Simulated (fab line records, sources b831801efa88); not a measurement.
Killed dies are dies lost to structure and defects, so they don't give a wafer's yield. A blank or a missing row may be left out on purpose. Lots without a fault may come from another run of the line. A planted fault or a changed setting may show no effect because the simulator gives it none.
fab line records | flow sky130
record lots=11 wafers=32 last_day=51
route steps=708 shown LI_CONTACT@364 METAL2@502 VIA3@582 PAD_OPEN@708
lots that met no fault: from a run of the same line without faults
start_h: hours from the record's first day to the start of the lot's first wafer shown | wait_h: hours since the lot's step before | " the same as in the row above | L1.1+2: a row that stands for several wafers | - no value, or no start given | * or withheld: withheld | < > ~ a bound
route shown NAME@n: a module of which the file shows steps, and the number in the route of the first | usual: mean/standard deviation of fault-free wafers | same: alike in all rows | chamber/n: place in a boat | sites: the reading at each site | _std_site: their standard deviation | _edge_site: outer sites' mean less inner sites' | radius_mm: how far each site lies from the wafer's centre | mask NAME#n: copy n | behind: the tool/chamber that last shaped the wafer | hold: why the lot was held/for how many hours/how that ended | device: the transistor (n, p or np) that didn't switch | end of line: the same wafers' tests at the end of the route | a step without rows: its recipe alone | killed: dies lost to structure and defects at the first sort, not the wafer's yield | map: a wafer's dies, x killed, . not, _ none there
set.NAME: the setting as run; set.NAME@STEP: as run at that earlier step | model.NAME: the simulator's own value behind a step, which no gauge read
steps of the route over a sample of lots; a table a step, a row a wafer
services: from which hour (start_h, from the record's first day; less than 0 if before it) a tool's chamber was out of use, for how many hours, and why
## steps
# step SKY_LI_CONTACT_CMP_02
# recipe material=PSG down_force_psi=4 platen_rpm=60 pad_velocity_m_s=0.94248
# usual motor_current_A=12.4/1.3 time_to_endpoint_s=33/3.1
# columns lot.wafer tool chamber start_h wait_h motor_current_A time_to_endpoint_s
L631.3 cmp-01 1 685.93 0.0 11.6 33
L631.4 " 2 " " 11.7 32
L631.5 " 1 " " 12.2 32
L632.4 cmp-01 2 697.73 0.0 11.9 32
L632.1 " 3 " " 11.4 41
L632.6 " 2 " " 11.9 34
L633.1 cmp-02 1 708.58 0.2 14.8 37
L633.6 " 2 " " 11.5 32
L633.5 " 3 " " 14.8 36
L634.4 cmp-01 0 713.97 0.1 11.2 27
L634.6 " 2 " " 11.4 36
L634.5 " 3 " " 11.8 35
L635.2 cmp-02 0 725.01 0.0 11.5 29
L635.3 " 1 " " 14.5 36
L635.4 " 3 " " 14.3 37
L640.3 cmp-02 1 780.73 0.1 14.5 32
L640.6 " 1 " " 14.2 36
L644.3 cmp-02 3 814.68 0.1 14.7 32
L644.1 " 0 " " 11.8 28
L644.6 " 2 " " 12.0 29
L647.1 cmp-02 2 823.88 0.1 11.3 32
L647.3 " 3 " " 15.1 32
L647.6 " 3 " " 14.4 33
L649.3 cmp-01 2 837.16 0.1 11.3 36
L649.1 " 3 " " 11.1 37
L649.6 " 0 " " 11.4 30
L650.4 cmp-02 1 843.78 0.2 14.0 34
L650.6 " 2 " " 12.3 30
L650.5 " 3 " " 14.4 38
L651.2 cmp-01 2 845.06 0.0 11.9 36
L651.1 " 1 " " 11.5 33
L651.5 " 3 " " 10.3 35
# step SKY_LI_CONTACT_ETCH_15
# recipe target=PSG chemistry=C4F8/O2/Ar stop_on=Si taper_deg=4.15 mask_material=KrF-thick source_w=1500 bias_w=1200 pressure_mtorr=40 c4f8_flow_sccm=withheld O2_flow_sccm=6 Ar_flow_sccm=300 time_s=withheld target_depth_a=6000
# usual oes_product_au=0.837/0.0044
# columns lot.wafer tool chamber start_h wait_h oes_product_au
L631.3 rie_diel-03 2 717.48 0.0 0.843
L631.4 " 0 " " 0.836
L631.5 " 1 " " 0.836
L632.1 rie_diel-03 1 728.38 0.0 0.833
L632.4 " 0 " " 0.845
L632.6 " 0 " " 0.834
L633.1 rie_diel-01 2 739.58 0.0 0.834
L633.5 " 3 " " 0.835
L633.6 " 0 " " 0.835
L634.4 rie_diel-01 0 745.05 0.0 0.839
L634.5 " 1 " " 0.838
L634.6 " 0 " " 0.838
L635.2 rie_diel-01 3 755.83 0.0 0.826
L635.3 " 2 " " 0.830
L635.4 " 0 " " 0.836
L640.3 rie_diel-02 1 808.86 0.0 0.837
L640.6 " 1 " " 0.836
L644.1 rie_diel-01 2 841.71 0.0 0.840
L644.3 " 1 " " 0.842
L644.6 " 2 " " 0.839
L647.1 rie_diel-03 2 851.26 0.0 0.838
L647.3 " 1 " " 0.841
L647.6 " 1 " " 0.839
L649.1 rie_diel-02 1 864.05 0.0 0.831
L649.3 " 0 " " 0.834
L649.6 " 0 " " 0.831
L650.4 rie_diel-03 1 870.38 0.0 0.833
L650.5 " 0 " " 0.834
L650.6 " 3 " " 0.838
L651.1 rie_diel-01 0 872.60 0.0 0.839
L651.2 " 1 " " 0.835
L651.5 " 0 " " 0.835
# step SKY_METAL2_METAL_ETCH_19
# recipe target_depth_a=3600 stop_on=SiO2 over_etch_frac=0.3 time_s=78 chemistry=Cl2/BCl3 resist_sidewall_deg=88 pressure_mtorr=10 icp_w=900 bias_w=48.5 Cl2_flow_sccm=60 bcl3_flow_sccm=30
# usual drypump_motor_current_A=5.5/0.35 oes_product_au=0.853/0.0057 throttle_valve_pct=22.263/0.0088
# same time_s=78
# columns lot.wafer tool chamber start_h wait_h drypump_motor_current_A oes_product_au rf_hours_counter_h throttle_valve_pct
L631.3 rie_metal-01 1 867.25 0.1 5.3 0.856 - 22.254
L631.4 " 1 " " 5.4 0.862 - 22.251
L631.5 " 1 " " 5.4 0.853 - 22.257
L632.1 rie_metal-01 1 876.29 0.1 5.3 0.856 11 22.273
L632.4 " 1 " " 5.3 0.854 - 22.249
L632.6 " 1 " " 5.3 0.856 - 22.266
L633.1 rie_metal-04 0 885.20 0.0 5.3 0.857 3 22.279
L633.5 " 0 " " 5.4 0.862 - 22.253
L633.6 " 1 " " 5.6 0.857 - 22.254
L634.4 rie_metal-01 1 891.57 0.1 5.3 0.856 - 22.257
L634.5 " 1 " " 5.3 0.853 - 22.270
L634.6 " 1 " " 5.3 0.851 - 22.266
L635.2 rie_metal-01 0 900.10 0.0 6.1 0.856 18 22.262
L635.3 " 0 " " 6.2 0.844 - 22.268
L635.4 " 1 " " 5.4 0.855 - 22.266
L640.3 rie_metal-01 1 946.09 0.1 5.3 0.848 - 22.282
L640.6 " 1 " " 5.3 0.848 - 22.256
L644.1 rie_metal-01 1 979.05 0.0 5.3 0.856 17 22.282
L644.3 " 1 " " 5.3 0.851 - 22.261
L644.6 " 0 " " 6.2 0.851 - 22.264
L647.1 rie_metal-04 1 984.53 0.0 5.5 0.851 15 22.280
L647.3 " 1 " " 5.5 0.837 - 22.251
L647.6 " 1 " " 5.5 0.853 - 22.269
L649.1 rie_metal-04 1 997.76 0.1 5.6 0.857 16 22.258
L649.3 " 1 " " 5.6 0.861 - 22.266
L649.6 " 0 " " 5.3 0.850 - 22.255
L650.4 rie_metal-01 1 1004.22 0.1 5.3 0.857 - 22.261
L650.5 " 1 " " 5.3 0.846 - 22.264
L650.6 " 1 " " 5.3 0.852 - 22.270
L651.1 rie_metal-04 1 1006.22 0.1 5.5 0.850 17 22.260
L651.2 " 0 " " 5.3 0.860 9 22.258
L651.5 " 1 " " 5.5 0.855 - 22.264
# step SKY_VIA3_EXPOSE_09
# recipe mask_id=VIM3 na=0.8 source_shape=annular sigma_inner=0.55 sigma_outer=0.85 target_cd_nm=200 dose_mj=38
# columns lot.wafer tool chamber start_h wait_h mask
L631.3+4+5 krf_scanner-02 0 960.95 - VIM3#0
L632.1+4+6 krf_scanner-02 0 971.00 - VIM3#0
L633.1+5+6 krf_scanner-01 0 979.31 - VIM3#0
L634.4+5+6 krf_scanner-02 0 984.65 - VIM3#0
L635.2+3+4 krf_scanner-01 0 992.23 - VIM3#0
L640.3+6 krf_scanner-02 0 1035.55 - VIM3#0
L644.1+3+6 krf_scanner-02 0 1066.68 - VIM3#0
L647.1+3+6 krf_scanner-01 0 1071.68 - VIM3#0
L649.1+3+6 krf_scanner-01 0 1084.52 - VIM3#0
L650.4+5+6 krf_scanner-01 0 1089.50 - VIM3#0
L651.1+2+5 krf_scanner-01 0 1091.32 - VIM3#0
# step SKY_VIA3_CD_MEAS_12
# recipe target_cd_nm=200
# usual cd_nm=200.4/1.4
# columns lot.wafer tool chamber start_h wait_h hold cd_nm
L631.3 cd_sem-01 - 973.28 - - 200.2
L631.4 " - " " - 199.9
L631.5 " - " " - 197.8
L632.1 cd_sem-02 - 983.28 - - 202.0
L632.4 " - " " - 201.9
L632.6 " - " " - 200.7
L633.1 cd_sem-01 - 991.15 - - 199.6
L633.5 " - " " - 199.0
L633.6 " - " " - 199.8
L634.4 cd_sem-01 - 996.31 - - 200.5
L634.5 " - " " - 198.7
L634.6 " - " " - 199.6
L635.2 cd_sem-01 - 1004.15 - - 199.9
L635.3 " - " " - 200.6
L635.4 " - " " - 200.0
L640.3 cd_sem-01 - 1047.02 - await_dispo/0.2h/release 200.5
L640.6 " - " " await_dispo/0.2h/release 140.6
L640.3 cd_sem-01 - 1047.49 0.4 - 200.0
L640.6 " - " " - 140.5
L644.1 cd_sem-01 - 1076.73 - await_dispo/0.2h/release 197.3
L644.3 " - " " await_dispo/0.2h/release 199.0
L644.6 " - " " await_dispo/0.2h/release 138.9
L644.1 cd_sem-01 - 1077.02 0.3 - 197.6
L644.3 " - " " - 199.2
L644.6 " - " " - 138.9
L647.1 cd_sem-02 - 1082.17 - - 201.9
L647.3 " - " " - 202.0
L647.6 " - " " - 202.3
L649.1 cd_sem-01 - 1095.00 - - 199.6
L649.3 " - " " - 199.8
L649.6 " - " " - 199.9
L650.4 cd_sem-01 - 1099.68 - - 202.1
L650.5 " - " " - 202.0
L650.6 " - " " - 201.6
L651.1 cd_sem-02 - 1100.93 - - 201.5
L651.2 " - " " - 201.9
L651.5 " - " " - 200.0
# step SKY_PAD_OPEN_PROBE_99
# usual defect_limited_yield=82.6/1.7 killed_at_M0_to_M3=43/7 killed_at_M4_up=3.1/1.5 killed_at_contacts=23/4.9 killed_at_front_end=16/3.9 killed_at_other=0.3/0.52 killed_dies=86/8.2 killed_on_rim=16/3.7 killed_open=47/6.1 killed_short=38/5.8 sort_bin_3_pad_short=0.8/0.41 sort_bin_5_function=10.2/1.3 sort_bin_6_memory=6.4/1.1 sort_n_pass=406/8.2 sort_yield_pct=82.6/1.7
# same gross_dies=492 killed_at_back_side=0 sort_bin_4_leakage[%]=0 sort_bin_8_speed[%]=0
# columns lot.wafer tool chamber start_h wait_h hold defect_limited_yield[%] killed_at_M0_to_M3 killed_at_M4_up killed_at_contacts killed_at_front_end killed_at_other killed_dies killed_on_rim killed_open killed_short sort_bin_3_pad_short[%] sort_bin_5_function[%] sort_bin_6_memory[%] sort_n_pass sort_yield_pct[%]
L631.3 prober-01 - 1119.70 0.2 - 82.3 36 3 31 17 0 87 22 43 42 0.4 10.4 6.9 405 82.3
L631.4 prober-01 - 1119.75 0.2 - 83.1 35 3 25 20 0 83 17 49 33 0.8 10.0 6.1 409 83.1
L631.5 prober-01 - 1119.80 0.2 - 85.0 30 2 22 19 1 74 14 40 34 1.2 8.7 5.1 418 85.0
L632.1 prober-01 - 1126.62 0.1 - 83.9 41 3 22 13 0 79 12 53 26 1.0 9.1 5.9 413 83.9
L632.4 prober-01 - 1126.77 0.2 - 80.3 53 4 17 23 0 97 18 43 53 0.6 11.4 7.7 395 80.3
L632.6 prober-01 - 1126.87 0.2 - 82.1 44 5 25 14 0 88 17 55 33 1.0 11.4 5.5 404 82.1
L633.1 prober-02 - 1133.32 0.1 - 80.5 49 5 26 16 0 96 14 50 45 1.4 10.6 7.5 396 80.5
L633.5 prober-02 - 1133.52 0.2 - 84.8 40 2 22 11 0 75 18 40 32 0.6 9.3 5.3 417 84.8
L633.6 prober-02 - 1133.57 0.2 - 82.7 49 2 22 11 1 85 19 51 34 0.2 11.4 5.7 407 82.7
L634.4 prober-01 - 1140.16 0.2 - 83.5 44 3 21 13 0 81 23 42 39 1.0 10.2 5.3 411 83.5
L634.5 prober-01 - 1140.21 0.2 - 81.5 50 2 21 18 0 91 12 52 39 1.0 11.8 5.7 401 81.5
L634.6 prober-01 - 1140.26 0.2 - 80.9 57 5 20 12 0 94 22 57 37 0.6 11.6 6.9 398 80.9
L635.2 prober-02 - 1144.47 0.1 - 84.3 36 6 18 17 0 77 15 44 31 0.6 9.3 5.7 415 84.3
L635.3 prober-02 - 1144.52 0.2 - 80.9 51 5 23 15 0 94 23 53 39 0.4 11.8 6.9 398 80.9
L635.4 prober-02 - 1144.57 0.2 - 82.9 39 6 22 17 0 84 19 44 39 1.0 8.7 7.3 408 82.9
L640.3 prober-02 - 1183.04 2.1 await_dispo/2.0h/release 83.9 53 4 12 10 0 79 15 46 33 0.4 8.7 6.9 413 83.9
L640.6 prober-02 - 1183.19 2.2 await_dispo/2.0h/release 0 446 4 21 20 1 492 96 45 42 0.4 92.3 7.3 0 0
L644.1 prober-02 - 1205.26 0.1 await_dispo/6.4h/release 79.3 58 2 23 19 0 102 18 64 37 0.6 11.0 9.1 390 79.3
L644.3 prober-02 - 1205.36 0.2 await_dispo/6.4h/release 84.6 30 4 32 10 0 76 11 49 25 1.0 8.7 5.7 416 84.6
L644.6 prober-02 - 1205.51 0.2 await_dispo/6.4h/release 0 447 5 20 18 2 492 96 48 44 1.0 91.7 7.3 0 0
L647.1 prober-02 - 1208.70 0.1 - 84.1 39 2 23 14 0 78 16 45 33 0.6 10.6 4.7 414 84.1
L647.3 prober-02 - 1208.80 0.2 - 83.1 39 2 19 23 0 83 12 51 32 1.2 8.1 7.5 409 83.1
L647.6 prober-02 - 1208.95 0.2 - 77.8 58 6 29 16 0 109 18 55 54 1.2 12.2 8.7 383 77.8
L649.1 prober-01 - 1219.55 0.1 - 78.9 58 3 30 11 2 104 14 59 44 1.8 12.2 7.1 388 78.9
L649.3 prober-01 - 1219.65 0.2 - 82.9 47 5 20 12 0 84 22 50 34 0.4 8.7 7.9 408 82.9
L649.6 prober-01 - 1219.80 0.2 - 81.1 47 3 29 14 0 93 17 50 43 1.0 11.6 6.3 399 81.1
L651.1 prober-02 - 1223.15 0.1 - 83.5 40 1 26 14 0 81 14 44 37 1.0 10.2 5.3 411 83.5
L651.2 prober-02 - 1223.20 0.1 - 84.8 31 2 28 14 0 75 21 42 33 0.6 9.6 5.1 417 84.8
L651.5 prober-02 - 1223.35 0.2 - 80.7 47 3 29 16 0 95 19 55 40 1.4 12.0 5.9 397 80.7
L650.4 prober-01 - 1223.99 0.2 - 82.1 43 4 27 14 0 88 14 47 40 0.6 12.8 4.5 404 82.1
L650.5 prober-01 - 1224.04 0.2 - 82.7 41 3 23 17 1 85 16 36 48 0.6 10.4 6.3 407 82.7
L650.6 prober-01 - 1224.09 0.2 - 82.5 51 1 24 10 0 86 17 41 43 0.8 10.0 6.7 406 82.5
# killed by level:class
L631.3 LI_CONTACT:geometric_particle:open=11 CONTACT:geometric_particle:open=9 VIA2:geometric_particle:short=7 VIA3:geometric_particle:open=7 FIELD_ISO:geometric_particle:short=5 POLY_GATE:geometric_particle:short=4 CONTACT:geometric_particle:short=4 VIA1:geometric_particle:open=4
L631.4 LI_CONTACT:geometric_particle:open=11 VIA1:geometric_particle:open=8 CONTACT:geometric_particle:open=6 METAL1:geometric_particle:open=6 POLY_GATE:geometric_particle:open=5 POLY_GATE:geometric_particle:short=5 CONTACT:geometric_particle:short=5 VIA3:geometric_particle:open=5
L631.5 VIA1:geometric_particle:open=10 CONTACT:geometric_particle:open=8 FIELD_ISO:geometric_particle:open=6 LI_CONTACT:geometric_particle:short=5 VIA3:geometric_particle:open=5 METAL2:geometric_particle:short=5 FIELD_ISO:geometric_particle:short=4 LOCAL_INTERCONNECT:geometric_particle:short=4
L632.1 CONTACT:geometric_particle:open=13 VIA2:geometric_particle:open=8 VIA3:geometric_particle:open=7 VIA1:geometric_particle:open=7 VIA2:geometric_particle:short=5 SPACER:geometric_particle:open=4 LI_CONTACT:geometric_particle:open=4 METAL2:geometric_particle:short=4
L632.4 METAL2:geometric_particle:short=9 VIA1:geometric_particle:short=8 VIA1:geometric_particle:open=8 FIELD_ISO:geometric_particle:open=6 CONTACT:geometric_particle:short=6 VIA3:geometric_particle:open=6 METAL1:geometric_particle:short=5 VIA2:geometric_particle:open=5
L632.6 CONTACT:geometric_particle:open=14 VIA1:geometric_particle:open=13 VIA3:geometric_particle:open=9 METAL2:geometric_particle:short=5 METAL4:geometric_particle:short=5 FIELD_ISO:geometric_particle:open=4 LI_CONTACT:geometric_particle:open=4 POLY_GATE:geometric_particle:short=3
L633.1 VIA1:geometric_particle:open=12 CONTACT:geometric_particle:open=10 VIA1:geometric_particle:short=10 LI_CONTACT:geometric_particle:open=7 FIELD_ISO:geometric_particle:open=5 POLY_GATE:geometric_particle:open=5 METAL2:geometric_particle:short=5 VIA3:geometric_particle:open=5
L633.5 VIA1:geometric_particle:open=11 LI_CONTACT:geometric_particle:open=7 CONTACT:geometric_particle:open=6 METAL1:geometric_particle:short=5 METAL2:geometric_particle:short=5 LOCAL_INTERCONNECT:geometric_particle:short=4 CONTACT:geometric_particle:short=4 VIA1:geometric_particle:short=4
L633.6 VIA1:geometric_particle:open=13 LI_CONTACT:geometric_particle:open=8 METAL2:geometric_particle:short=7 VIA3:geometric_particle:open=6 CONTACT:geometric_particle:open=6 VIA2:geometric_particle:open=6 VIA1:geometric_particle:short=5 FIELD_ISO:geometric_particle:short=4
L634.4 VIA1:geometric_particle:open=13 LI_CONTACT:geometric_particle:open=7 METAL1:geometric_particle:short=7 FIELD_ISO:geometric_particle:open=5 CONTACT:geometric_particle:short=5 METAL2:geometric_particle:short=5 VIA1:geometric_particle:short=5 POLY_GATE:geometric_particle:short=4
L634.5 VIA1:geometric_particle:open=12 VIA3:geometric_particle:open=10 LI_CONTACT:geometric_particle:open=8 POLY_GATE:geometric_particle:short=7 METAL1:geometric_particle:short=7 CONTACT:geometric_particle:open=5 VIA1:geometric_particle:short=5 FIELD_ISO:geometric_particle:open=3
L634.6 VIA1:geometric_particle:open=13 VIA3:geometric_particle:open=10 METAL1:geometric_particle:short=10 CONTACT:geometric_particle:open=8 LI_CONTACT:geometric_particle:open=6 VIA1:geometric_particle:short=6 VIA2:geometric_particle:open=5 METAL2:geometric_particle:short=5
L635.2 CONTACT:geometric_particle:open=10 VIA1:geometric_particle:open=8 VIA3:geometric_particle:open=7 VIA2:geometric_particle:open=6 METAL2:geometric_particle:short=5 VIA3:geometric_particle:short=4 LI_CONTACT:geometric_particle:open=4 CONTACT:geometric_particle:short=4
L635.3 VIA1:geometric_particle:open=15 CONTACT:geometric_particle:open=10 VIA2:geometric_particle:open=7 VIA3:geometric_particle:open=6 LI_CONTACT:geometric_particle:open=5 CONTACT:geometric_particle:short=5 METAL4:geometric_particle:short=5 METAL2:geometric_particle:short=5
L635.4 VIA3:geometric_particle:open=9 LI_CONTACT:geometric_particle:open=8 VIA1:geometric_particle:open=8 METAL1:geometric_particle:short=6 FIELD_ISO:geometric_particle:open=5 CONTACT:geometric_particle:open=5 FIELD_ISO:geometric_particle:short=4 METAL4:geometric_particle:short=4
L640.3 VIA2:geometric_particle:open=13 VIA1:geometric_particle:open=9 METAL2:geometric_particle:short=7 VIA1:geometric_particle:short=6 VIA3:geometric_particle:open=5 FIELD_ISO:geometric_particle:open=4 LI_CONTACT:geometric_particle:open=4 POLY_GATE:geometric_particle:short=3
L640.6 VIA3:area_expose=405 VIA2:geometric_particle:open=9 FIELD_ISO:geometric_particle:short=8 CONTACT:geometric_particle:open=8 VIA1:geometric_particle:open=7 VIA1:geometric_particle:short=6 VIA3:geometric_particle:open=6 CONTACT:geometric_particle:short=5
L644.1 VIA2:geometric_particle:open=10 VIA1:geometric_particle:open=10 METAL1:geometric_particle:short=8 FIELD_ISO:geometric_particle:open=7 LI_CONTACT:geometric_particle:open=7 CONTACT:geometric_particle:open=7 CONTACT:geometric_particle:short=6 VIA3:geometric_particle:open=6
L644.3 CONTACT:geometric_particle:open=12 VIA1:geometric_particle:open=10 LI_CONTACT:geometric_particle:open=10 LOCAL_INTERCONNECT:geometric_particle:short=5 METAL1:geometric_particle:short=5 FIELD_ISO:geometric_particle:open=4 METAL2:geometric_particle:short=4 VIA3:geometric_particle:open=4
L644.6 VIA3:area_expose=399 CONTACT:geometric_particle:open=9 VIA1:geometric_particle:open=9 VIA3:geometric_particle:open=7 POLY_GATE:geometric_particle:short=7 VIA2:geometric_particle:open=7 METAL1:geometric_particle:short=5 METAL2:geometric_particle:short=5
L647.1 CONTACT:geometric_particle:open=11 VIA3:geometric_particle:open=9 METAL1:geometric_particle:short=7 VIA1:geometric_particle:open=6 LI_CONTACT:geometric_particle:open=6 POLY_GATE:geometric_particle:short=5 VIA1:geometric_particle:short=5 POLY_GATE:geometric_particle:open=4
L647.3 CONTACT:geometric_particle:open=10 VIA1:geometric_particle:open=9 FIELD_ISO:geometric_particle:open=8 VIA3:geometric_particle:open=7 POLY_GATE:geometric_particle:open=6 VIA2:geometric_particle:open=6 METAL1:geometric_particle:short=5 METAL2:geometric_particle:short=5
L647.6 VIA1:geometric_particle:open=11 VIA2:geometric_particle:open=11 LI_CONTACT:geometric_particle:open=8 LOCAL_INTERCONNECT:geometric_particle:short=8 CONTACT:geometric_particle:open=8 METAL1:geometric_particle:short=8 VIA1:geometric_particle:short=7 VIA3:geometric_particle:open=6
L649.1 VIA2:geometric_particle:open=12 CONTACT:geometric_particle:open=11 VIA1:geometric_particle:open=10 METAL2:geometric_particle:short=9 LI_CONTACT:geometric_particle:open=7 VIA3:geometric_particle:open=7 VIA1:geometric_particle:short=6 LOCAL_INTERCONNECT:geometric_particle:short=4
L649.3 VIA2:geometric_particle:open=12 VIA1:geometric_particle:open=10 LI_CONTACT:geometric_particle:open=8 CONTACT:geometric_particle:open=6 METAL1:geometric_particle:short=5 FIELD_ISO:geometric_particle:open=4 VIA1:geometric_particle:short=4 FIELD_ISO:geometric_particle:short=3
L649.6 CONTACT:geometric_particle:open=13 METAL1:geometric_particle:short=11 LI_CONTACT:geometric_particle:open=9 VIA2:geometric_particle:open=8 POLY_GATE:geometric_particle:open=6 VIA3:geometric_particle:open=5 POLY_GATE:geometric_particle:short=4 VIA1:geometric_particle:short=4
L651.1 CONTACT:geometric_particle:open=12 VIA1:geometric_particle:open=10 FIELD_ISO:geometric_particle:short=6 VIA2:geometric_particle:short=6 LI_CONTACT:geometric_particle:open=5 VIA3:geometric_particle:open=5 METAL2:geometric_particle:short=5 LOCAL_INTERCONNECT:geometric_particle:short=4
L651.2 CONTACT:geometric_particle:open=12 VIA3:geometric_particle:open=6 VIA2:geometric_particle:open=6 CONTACT:geometric_particle:short=5 VIA1:geometric_particle:open=5 POLY_GATE:geometric_particle:open=4 LI_CONTACT:geometric_particle:open=4 LOCAL_INTERCONNECT:geometric_particle:short=4
L651.5 VIA2:geometric_particle:open=11 LI_CONTACT:geometric_particle:open=10 CONTACT:geometric_particle:open=9 VIA1:geometric_particle:open=7 METAL2:geometric_particle:short=7 VIA3:geometric_particle:open=7 LOCAL_INTERCONNECT:geometric_particle:short=6 FIELD_ISO:geometric_particle:open=4
L650.4 CONTACT:geometric_particle:open=9 VIA1:geometric_particle:open=9 VIA3:geometric_particle:open=8 VIA2:geometric_particle:open=7 LI_CONTACT:geometric_particle:open=6 LOCAL_INTERCONNECT:geometric_particle:short=6 VIA3:geometric_particle:short=5 FIELD_ISO:geometric_particle:short=4
L650.5 FIELD_ISO:geometric_particle:short=8 METAL2:geometric_particle:short=8 LOCAL_INTERCONNECT:geometric_particle:short=7 LI_CONTACT:geometric_particle:open=6 CONTACT:geometric_particle:open=6 VIA1:geometric_particle:short=5 METAL1:geometric_particle:short=5 METAL1:geometric_particle:open=4
L650.6 VIA1:geometric_particle:open=12 VIA3:geometric_particle:open=9 METAL1:geometric_particle:short=6 METAL2:geometric_particle:short=6 VIA2:geometric_particle:short=5 LOCAL_INTERCONNECT:geometric_particle:short=5 CONTACT:geometric_particle:short=5 CONTACT:geometric_particle:open=5
## services
# columns tool chamber start_h hours kind
krf_scanner-01 - 691.36 1.3 pm
krf_scanner-01 - 694.25 12.1 repair
rie_metal-01 0 697.46 21.3 repair
krf_scanner-01 - 698.41 1.3 repair
krf_scanner-01 - 765.06 0.8 pm
krf_scanner-01 - 801.01 0.9 repair
krf_scanner-01 - 814.08 1.0 pm
krf_scanner-01 - 825.83 0.8 pm
krf_scanner-01 - 828.74 3.6 pm
krf_scanner-01 - 854.99 0.4 repair
rie_metal-01 0 856.64 13.8 repair
krf_scanner-01 - 867.26 1.3 pm
rie_metal-01 0 874.16 21.6 repair
rie_metal-01 - 905.16 0.8 repair
krf_scanner-01 - 933.86 0.8 pm
krf_scanner-01 - 942.19 0.8 repair
krf_scanner-01 - 956.16 0.5 repair
krf_scanner-01 - 980.56 6.7 repair
rie_metal-01 - 980.78 15.6 pm
krf_scanner-01 - 987.24 1.0 pm
rie_metal-01 0 1003.49 132.3 repair
krf_scanner-01 - 1019.08 2.5 repair
rie_metal-01 - 1024.85 2.8 pm
rie_metal-01 - 1028.09 14.6 pm
## key
first_sign step=SKY_VIA3_CD_MEAS_12 reading=visit direction=added
effect step=SKY_VIA3_CD_MEAS_12 reading=cd_nm direction=down sigmas=44 usual=200.4 struck=139.8
effect step=SKY_PAD_OPEN_PROBE_99 reading=sort_bin_5_function direction=up sigmas=65 usual=10.2 struck=92.0
more_kills_born_at SKY_VIA3_EXPOSE_09@krf_scanner-02=804
met_at SKY_VIA3_EXPOSE_09
struck_lots L640,L644
struck_wafers L640.6,L644.6
later_rows_left_out L640.6,L644.6
not_acting_at SKY_LI_CONTACT_CMP_02,SKY_LI_CONTACT_ETCH_15,SKY_METAL2_METAL_ETCH_19
onset_between 984.65 1035.55
fault kind=process_parameter_drift tool=krf_scanner-02 chamber=- onset_h=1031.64 steps=SKY_VIA3_EXPOSE_09 channel=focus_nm offset=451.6 shape=step end_h=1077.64 scope=struck_wafers_only
# later_rows_left_out: the simulator's readings of these wafers behind a module that went badly wrong aren't trusted and aren't shown, but for the sort
